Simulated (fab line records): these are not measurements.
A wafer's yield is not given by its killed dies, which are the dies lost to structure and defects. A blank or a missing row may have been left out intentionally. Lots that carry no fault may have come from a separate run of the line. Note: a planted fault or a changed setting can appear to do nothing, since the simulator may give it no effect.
Check for tools in common -- flow gf180mcu -- 13 lots, 39 wafers sampled

THE REASON FOR OPENING IT
At GF_VT_IMPLANT_RS_MEAS_46 the reading MVSD_RS is flagged on 3 of 13 lots. Wafers without a fault read 457.2 ohm/sq, standard deviation 1.2.
Rule: flag the lot when none of its wafers has a number, or when each of its wafers that has one lies beyond 4 standard deviations from that mean. As for the other lots, they are considered sound.

lot,measured,on,"MVSD_RS (ohm/sq), wafer by wafer",flag
L301,day 8 08:03,filmMetro-01,458.7 458.5 457.9,
L302,day 8 09:51,filmMetro-03,456.6 455.9 455.4,
L305,day 8 22:56,filmMetro-03,456.3 456.7 457.1,
L306,day 9 11:02,filmMetro-01,474.2 472.3 473.7,FLAGGED
L309,day 9 22:20,filmMetro-01,472.3 472.2 471.9,FLAGGED
L310,day 10 02:00,filmMetro-02,473.5 473.4 471.9,FLAGGED
L314,day 11 03:49,filmMetro-02,458.7 457.7 458.9,
L315,day 11 08:54,filmMetro-01,454.8 455.9 457.0,
L316,day 11 16:44,filmMetro-02,455.8 456.2 455.9,
L317,day 11 23:31,filmMetro-01,457.5 457.7 457.9,
L318,day 12 03:53,filmMetro-02,457.7 455.9 457.0,
L322,day 13 07:07,filmMetro-03,455.8 456.2 455.8,
L324,day 13 17:26,filmMetro-01,456.3 457.2 456.3,
On average the flagged lots' numbers are 472.8 ohm/sq, which is +15.6 ohm/sq against the usual, or +13 standard deviations.

WHICH TOOL RAN EACH LOT
The record keeps 1 process step preceding the reading, out of 602 steps on the route. Read each cell as the tool, then ch plus the chambers that the sampled wafers visited, then the start.
lot,flag,GF_MVSD_IMPLANT_09
L301,,"implanter-01 ch 0, day 5 03:47"
L302,,"implanter-01 ch 0, day 5 05:51"
L305,,"implanter-03 ch 0, day 5 16:02"
L306,FLAGGED,"implanter-01 ch 0, day 6 04:34"
L309,FLAGGED,"implanter-01 ch 0, day 6 14:11"
L310,FLAGGED,"implanter-01 ch 0, day 6 17:05"
L314,,"implanter-02 ch 0, day 7 14:34"
L315,,"implanter-03 ch 0, day 7 19:31"
L316,,"implanter-02 ch 0, day 8 00:50"
L317,,"implanter-02 ch 0, day 8 07:45"
L318,,"implanter-03 ch 0, day 8 11:17"
L322,,"implanter-02 ch 0, day 9 10:22"
L324,,"implanter-03 ch 0, day 9 20:00"
These steps, and what they do:
- GF_MVSD_IMPLANT_09
- GF_VT_IMPLANT_RS_MEAS_46: measures by four-point-probe.

FLAGGED AGAINST TOTAL, ONE TOOL AT A TIME (gauges that did the reading follow at the end)
step,tool,lots run,flagged,share of the flagged lots,sound lots run after its first flagged lot
GF_MVSD_IMPLANT_09,implanter-01,5,3,all,0
GF_MVSD_IMPLANT_09,implanter-02,4,0,none,-
GF_MVSD_IMPLANT_09,implanter-03,4,0,none,-
GF_VT_IMPLANT_RS_MEAS_46,filmMetro-01,6,2,some,"3 (L315,L317,L324)"
GF_VT_IMPLANT_RS_MEAS_46,filmMetro-02,4,1,some,"3 (L314,L316,L318)"
GF_VT_IMPLANT_RS_MEAS_46,filmMetro-03,3,0,none,-

THE TABLE: WHAT IT ALLOWS
Rows of the table that ran each flagged lot: 1, that is implanter-01 at GF_MVSD_IMPLANT_09.
- implanter-01 at GF_MVSD_IMPLANT_09: 3 of its 5 lots flagged. It ran its last sound lot, L302, at day 5 05:51 and its first flagged lot, L306, at day 6 04:34: a fault with its onset between the two fits. Its own readings lie more than 4 standard deviations out on every wafer of the flagged lots: doseIonsCm2, faradayCurrentUA.
Left over: one tool, implanter-01 at GF_MVSD_IMPLANT_09.

WHAT THE SIMULATOR HAD PUT IN
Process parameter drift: implanter-01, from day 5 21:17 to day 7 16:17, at GF_MVSD_IMPLANT_09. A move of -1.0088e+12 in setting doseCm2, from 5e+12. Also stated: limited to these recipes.
Lots struck among those shown: L306, L309, L310. The rule given above showed the same thing.
